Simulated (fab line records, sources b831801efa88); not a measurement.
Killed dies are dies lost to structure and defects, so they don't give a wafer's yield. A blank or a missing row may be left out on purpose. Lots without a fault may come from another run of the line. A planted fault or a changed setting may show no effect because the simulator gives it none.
Split-lot experiment | flow sfq_line | 5 lots, 23 wafers read, on a route of 325 steps

THE SPLIT
At SFQ_TRILAYER_I4_VIA_LITHO_PEB_106 (peb time 60 s), the setting peb_temp_c was moved away from the recipe's 115 C on 11 of the 23 wafers read, by -2.2% to +3.2%. The other wafers ran this setting at the recipe's value.

FROM THE SPLIT TO THE READING: what the file shows between them, 1 step
- SFQ_TRILAYER_I4_VIA_LITHO_DEVELOP_105: time 60 s

THE READING
I4.cd_nm (the simulator's own value, which no gauge read), in nm, at SFQ_TRILAYER_I4_VIA_BARC_OPEN_VIA_ETCH_146 (etches BARC in O2, target depth 125 nm, time 41.7 s). The file gives no usual value for it. The 12 wafers here that ran the recipe average 700.8 nm, standard deviation 0.91 nm.

wafer  | tool, chamber at the split | peb_temp_c as run, C | against the recipe | I4.cd_nm, nm | against lot-mates on the recipe
L074.1 | litho_track-01, 0          | 115                  | recipe             | 700.3        | -
L074.4 | litho_track-01, 0          | 115                  | recipe             | 699.5        | -
L074.5 | litho_track-01, 0          | 115                  | recipe             | 699.4        | -
L076.1 | litho_track-02, 0          | 117.7                | +2.3%              | 743.3        | +42.2
L076.2 | litho_track-02, 0          | 115                  | recipe             | 700.9        | -
L076.3 | litho_track-02, 0          | 115                  | recipe             | 701.2        | -
L076.4 | litho_track-02, 0          | 117.7                | +2.3%              | 746.8        | +45.8
L076.5 | litho_track-02, 0          | 117.7                | +2.3%              | 745.2        | +44.2
L079.1 | litho_track-02, 0          | 115                  | recipe             | 702.4        | -
L079.2 | litho_track-02, 0          | 112.5                | -2.2%              | 649.9        | -51.3
L079.3 | litho_track-02, 0          | 112.5                | -2.2%              | 651.8        | -49.4
L079.4 | litho_track-02, 0          | 115                  | recipe             | 700          | -
L079.6 | litho_track-02, 0          | 112.5                | -2.2%              | 651.1        | -50.1
L080.1 | litho_track-02, 0          | 115                  | recipe             | 700.9        | -
L080.2 | litho_track-02, 0          | 115                  | recipe             | 701.4        | -
L080.4 | litho_track-02, 0          | 115                  | recipe             | 701.5        | -
L080.5 | litho_track-02, 0          | 113.1                | -1.7%              | 664.4        | -36.9
L080.6 | litho_track-02, 0          | 113.1                | -1.7%              | 664          | -37.3
L084.1 | litho_track-04, 0          | 118.7                | +3.2%              | 759.7        | +58.8
L084.2 | litho_track-04, 0          | 115                  | recipe             | 700          | -
L084.3 | litho_track-04, 0          | 115                  | recipe             | 701.9        | -
L084.4 | litho_track-04, 0          | 118.7                | +3.2%              | 758.7        | +57.8
L084.5 | litho_track-04, 0          | 118.7                | +3.2%              | 759.8        | +58.8

THE FIT
A straight line over all 23 wafers: I4.cd_nm changes by +19.9 nm for each +1% of peb_temp_c; r = +1.00; the points scatter about the line by 2.8 nm.
The same after taking each lot's own level away (the mean of its wafers on the recipe; 23 wafers): +19.9 nm for each +1%; r = +1.00; scatter 3 nm.
On that fit, the largest move of peb_temp_c shifts the reading by 64 nm.
The lots' own levels span 699.73 to 701.27 nm, that is 1.7 times the standard deviation above.
So the lot-to-lot level changes the slope little: the two slopes agree.
Check: with one of the wafers moved furthest among these (+3.2%) left out of the fit, the line predicts +62.5 nm for it against its lot-mates. It came out at +58.8 nm against them.

OTHER SPLITS ON THESE WAFERS
These wafers also went through other splits before the reading. Each is held against what the fit with the lots' levels taken away leaves over:
other split on the same wafers                  | wafers away from the commonest value | r with I4.cd_nm (lot level and that fit taken away)
SFQ_TRILAYER_M2_BARC_OPEN_METAL_ETCH_077 time_s | 7                                    | +0.11
SFQ_TRILAYER_I2_CMP_CMP_064 leave_above_ref_nm  | 10                                   | -0.17
SFQ_TRILAYER_I2_VIA_ETCH_VIA_ETCH_070 bias_w    | 9                                    | +0.46
SFQ_TRILAYER_M4_LITHO_EXPOSE_094 dose_mj        | 10                                   | +0.13
SFQ_TRILAYER_I4_VIA_LITHO_COAT_103 spin_rpm     | 8                                    | +0.32

THE FILE'S OWN FIT
I4.cd_nm changes by +19.8 nm for each +1% of peb_temp_c, r = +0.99.
